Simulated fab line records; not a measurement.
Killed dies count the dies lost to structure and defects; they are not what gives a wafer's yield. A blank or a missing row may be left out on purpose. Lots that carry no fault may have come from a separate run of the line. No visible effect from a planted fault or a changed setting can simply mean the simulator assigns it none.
Which tool is to blame?    flow gf180mcu    7 lots, 21 wafers sampled, at 2 steps of a route of 602

WHAT THE GAUGES READ, wafer by wafer
GF_VT_IMPLANT_RS_MEAS_48: uses a four-point probe to measure.
lot   measured      on             LVPWELL_RS (ohm/sq)
L227  day 7 20:31   film metro-02  1196 1192 1196
L233  day 9 13:50   film metro-04  1199 1197 1198
L235  day 10 01:56  film metro-02  1248 1252 1248
L239  day 11 06:53  film metro-04  1201 1196 1196
L242  day 12 03:46  film metro-02  1190 1191 1192
L246  day 13 04:08  film metro-02  1192 1193 1192
L248  day 13 16:53  film metro-02  1195 1194 1194

WHICH TOOL RAN EACH LOT (tool, then ch and the chambers of the sampled wafers, then the start)
lot   GF_LVPWELL_IMPLANT_09
L227  implanter-04 ch 0, day 4 02:31
L233  implanter-01 ch 0, day 5 12:32
L235  implanter-01 ch 0, day 5 22:10
L239  implanter-04 ch 0, day 6 22:54
L242  implanter-04 ch 0, day 7 15:54
L246  implanter-03 ch 0, day 8 12:47
L248  implanter-04 ch 0, day 9 00:47
- GF_LVPWELL_IMPLANT_09

THE ANSWER, worked out from the rows above alone
Rule: the lots themselves supply what counts as usual. The widest of any qualifying gaps counts: lots, ordered by their means at a reading, are off when they make up no more than a third of the lots, leave a main group of 4 or more, and stand apart from it by 3 or more times the standard deviation of that group's means. The tables above print the reading to a certain number of digits; a main group whose means all agree to those digits is not used. Also off: a lot with no number at a reading for which 4 or more lots have one. Any other lot the step has rows for is counted as sound.
Off: L235, at GF_VT_IMPLANT_RS_MEAS_48 (LVPWELL_RS). For the main group the mean is 1195 ohm/sq and the standard deviation 2.6.
A tool fits if, at a process step before that reading, it ran every lot that is off, and no sound lot after the first of them. Gauges at GF_VT_IMPLANT_RS_MEAS_48: tried the same way as those tools. One fits: implanter-01 at GF_LVPWELL_IMPLANT_09. Its last sound lot is L233 (day 5 12:32), its first lot that is off L235 (day 5 22:10): a fault that began between those two fits.

WHAT THE SIMULATOR PUT IN
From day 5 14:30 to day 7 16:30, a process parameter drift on implanter-01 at GF_LVPWELL_IMPLANT_09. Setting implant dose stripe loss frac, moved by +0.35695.
Shown lots that were struck: L235. Same finding as the rule above.
